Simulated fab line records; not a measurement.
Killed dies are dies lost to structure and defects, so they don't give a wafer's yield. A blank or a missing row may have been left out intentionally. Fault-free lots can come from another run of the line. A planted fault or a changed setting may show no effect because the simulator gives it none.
Which tool did it?    flow sky130    14 lots, 42 wafers sampled, at 3 steps of a route of 708

## WHAT EACH GAUGE READ, for each wafer
SKY_VIA2_BOW_MEAS_03. Usual: VIA2_BOW gives 88 um (standard deviation 7.2).
lot   measured      on             VIA2_BOW (um)  flag
L942  day 35 10:41  film metro-03  93 87 80       
L944  day 36 05:40  film metro-02  91 83 93       
L945  day 36 12:42  film metro-01  87 94 93       
L946  day 37 03:45  film metro-02  89 97 97       
L947  day 37 16:47  film metro-02  83 76 86       
L950  day 38 05:02  film metro-02  91 107 101     
L949  day 38 11:05  film metro-02  88 91 90       
L953  day 39 02:06  film metro-03  80 91 88       
L952  day 39 08:22  film metro-02  87 83 87       
L954  day 39 19:05  film metro-01  83 85 77       
L956  day 40 04:15  film metro-03  87 83 74       
L964  day 42 16:02  film metro-02  97 101 84      

## WHAT TOOL EACH LOT RAN ON (gives the tool, then ch and the chambers of the sampled wafers, and finally the start)
lot   SKY_POLY_CUT_EXPOSE_05             SKY_VIA2_CMP_02
L942  krf scanner-02 ch 0, day 23 19:41  cmp-01 ch 0,2,3, day 35 10:25
L944  krf scanner-01 ch 0, day 24 18:26  cmp-01 ch 0,2, day 36 05:23
L945  krf scanner-02 ch 0, day 24 23:24  cmp-02 ch 0,1, day 36 12:24
L946  krf scanner-02 ch 0, day 25 14:26  cmp-02 ch 1,2,3, day 37 03:33
L947  krf scanner-02 ch 0, day 26 04:53  cmp-01 ch 0,1,2, day 37 16:35
L950  krf scanner-01 ch 0, day 26 21:55  cmp-01 ch 0,2,3, day 38 04:50
L949  krf scanner-01 ch 0, day 27 04:20  cmp-02 ch 1,3, day 38 10:49
L953  krf scanner-02 ch 0, day 27 22:54  cmp-02 ch 1,2, day 39 01:48
L952  krf scanner-02 ch 0, day 28 03:34  cmp-01 ch 2,3, day 39 08:04
L954  krf scanner-02 ch 0, day 28 16:04  cmp-02 ch 0,1,2, day 39 18:53
L956  krf scanner-02 ch 0, day 29 02:43  cmp-02 ch 0,1,3, day 40 03:56
L960  krf scanner-02, day 30 10:22       -
L961  krf scanner-02, day 30 13:37       -
L964  krf scanner-02 ch 0, day 32 00:13  cmp-01 ch 1,2, day 42 15:41
- SKY_POLY_CUT_EXPOSE_05: exposes mask NPCM, target cd 270 nm.
- SKY_VIA2_CMP_02: polishes SiO2.

## AS READ BY THE TOOLS THEMSELVES (means over the sampled wafers that have a number; for cases with no such wafer, the mark the record gives instead)
SKY_POLY_CUT_EXPOSE_05. Usual: exposure dose mJ cm2 31.95, standard deviation 0.039; focus offset nm -0.1 nm, standard deviation 0.53; reticle temp C 22.99 C, standard deviation 0.11.
lot   tool            exposure dose mJ cm2  focus offset nm (nm)  reticle temp C (C)  flag
L942  krf scanner-02  31.99                 0.3                   23.12               
L944  krf scanner-01  31.93                 -0.0                  22.83               
L945  krf scanner-02  31.98                 -0.0                  22.90               
L946  krf scanner-02  31.96                 0.3                   23.09               
L947  krf scanner-02  31.98                 0.2                   23.07               
L950  krf scanner-01  31.94                 0.5                   23.07               
L949  krf scanner-01  31.96                 0.1                   22.88               
L953  krf scanner-02  31.99                 0.0                   23.04               
L952  krf scanner-02  31.99                 0.3                   23.11               
L954  krf scanner-02  31.93                 -0.6                  23.12               
L956  krf scanner-02  31.93                 -0.2                  22.76               
L960  krf scanner-02  -                     -                     -                   OFF
L961  krf scanner-02  -                     -                     -                   OFF
L964  krf scanner-02  31.98                 -0.3                  23.06               

SKY_VIA2_CMP_02. Usual: 11.7 A for motor current A, sd 1.3.
lot   tool    motor current A (A)  flag
L942  cmp-01  11.9                 
L944  cmp-01  12.3                 
L945  cmp-02  12.6                 
L946  cmp-02  10.6                 
L947  cmp-01  11.4                 
L950  cmp-01  11.9                 
L949  cmp-02  10.6                 
L953  cmp-02  11.0                 
L952  cmp-01  12.9                 
L954  cmp-02  11.6                 
L956  cmp-02  11.5                 
L964  cmp-01  12.7                 

## THE ANSWER, worked out from the rows above alone
Rule: lot off if the mean of its wafers having a number is beyond 3 standard deviations from the usual mean. Also off: a lot with no number at a reading for which 4 or more lots have one. All remaining lots with rows at the step are treated as sound. First the gauges in route order, then the tools' own readings, where a lot's mean is used as printed above. The first step at which some lot is off is used, and at that step the reading that is off furthest; a lot without a number counts as furthest.
Off, at SKY_POLY_CUT_EXPOSE_05 on exposure dose mJ cm2: L960, L961. Without a number there: L960, L961.
A tool fits if, at that step or a process step before it, it ran every lot that is off, and no sound lot after the first of them. None of those tried fits.

## WHAT HAD BEEN PUT IN BY THE SIMULATOR
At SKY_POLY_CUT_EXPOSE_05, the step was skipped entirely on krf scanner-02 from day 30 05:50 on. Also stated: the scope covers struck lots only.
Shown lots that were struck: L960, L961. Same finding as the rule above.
